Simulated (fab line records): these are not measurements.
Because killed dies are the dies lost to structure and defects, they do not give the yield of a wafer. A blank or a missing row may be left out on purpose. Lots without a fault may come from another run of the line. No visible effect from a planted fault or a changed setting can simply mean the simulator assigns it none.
2 desks looking at one fault | flow sky130 | each desk has only its own numbers; what lay behind them comes last

AT THE METROLOGY DESK
Lot by lot, what the gauges showed, no matter which tool ran the lot: averages of those sampled wafers that carry a number. The brackets show how far a lot's mean lies from the usual mean; more than 4 standard deviations puts the lot out of limits, marked OUT.
Columns: A = POLY_CUT_OVL at SKY_POLY_CUT_OVL_MEAS_09, usual -1 nm; B = SD_P_TW at SKY_SD_P_TW_MEAS_11, usual 2810; C = SD_N_RS at SKY_SD_N_RS_MEAS_16, usual 68.45 ohm/sq; D = SD_P_RS at SKY_SD_N_RS_MEAS_17, usual 146.9 ohm/sq
lot  | first seen here | A  | B    | C                | D
L850 | day 23 20:41    | 2  | 2848 | 68.49            | 147.0
L852 | day 25 03:53    | 7  | 2815 | 68.19            | 146.0
L853 | day 25 11:38    | -2 | 2856 | 68.37            | 146.8
L854 | day 25 17:11    | -2 | 2774 | 68.41            | 146.6
L855 | day 26 04:26    | -8 | 2776 | 68.45            | 146.9
L856 | day 26 13:14    | -0 | 2814 | 68.51            | 147.4
L857 | day 27 07:19    | -1 | 2827 | 68.53            | 147.3
L864 | day 29 08:26    | -4 | 2858 | 67.37 (-8.3) OUT | 141.8 (-12) OUT
L866 | day 30 05:30    | -6 | 2814 | 67.38 (-8.2) OUT | 141.8 (-12) OUT
L869 | day 30 20:02    | -4 | 2851 | 68.38            | 146.7
L871 | day 31 07:00    | 3  | 2805 | 68.59            | 147.9
L873 | day 32 00:23    | -6 | 2836 | 68.36            | 146.6
Per this desk, out of limits: L864, L866; the first was L864, day 32 20:58 (SD_N_RS at SKY_SD_N_RS_MEAS_16). Within limits: L850, L852, L853, L854, L855, L856, L857, L869, L871, L873.

AT THE TOOL OWNER'S DESK: rtp-anneal-02
The tool's own readings at SKY_SD_N_RTA_14 (time 2 s): means of the sampled wafers that have a number, for each lot that ran on this tool. The brackets show how far a lot's mean lies from the usual mean; more than 4 standard deviations puts the lot out of limits, marked OUT.
Columns: A = lamp-power-pct at SKY_SD_N_RTA_14, usual 15.72 %; B = wafer_temp_C_max at SKY_SD_N_RTA_14, usual 1078.2
lot  | first seen here | A     | B
L850 | day 27 12:06    | 15.72 | 1078.3
L852 | day 28 17:44    | 15.68 | 1077.3
L854 | day 29 08:05    | 15.68 | 1078.3
L856 | day 30 03:35    | 15.75 | 1079.3
L857 | day 30 20:57    | 15.76 | 1076.9
L864 | day 32 20:47    | 15.79 | 1084.5 (+4.8) OUT
L866 | day 33 16:29    | 15.74 | 1084.3 (+4.7) OUT
This desk's verdict: out of limits on L864, L866, starting with L864 at day 32 20:47 (wafer_temp_C_max at SKY_SD_N_RTA_14). Within limits: L850, L852, L854, L856, L857.

BROUGHT TOGETHER
The tool owner's desk could have raised an alarm at day 32 20:47, on L864, L866.
The metrology desk could have raised an alarm at day 32 20:58, on L864, L866.
The lots listed all ran SKY_SD_N_RTA_14 on rtp-anneal-02.

WHAT THE SIMULATOR HAD INSERTED
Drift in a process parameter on rtp-anneal-02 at SKY_SD_N_RTA_14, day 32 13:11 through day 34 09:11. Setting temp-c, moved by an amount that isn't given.
Struck lots among those shown: L864, L866.
Time in hours from fault onset to the first out-of-limits reading at each desk: tool owner's desk 8, metrology desk 8.
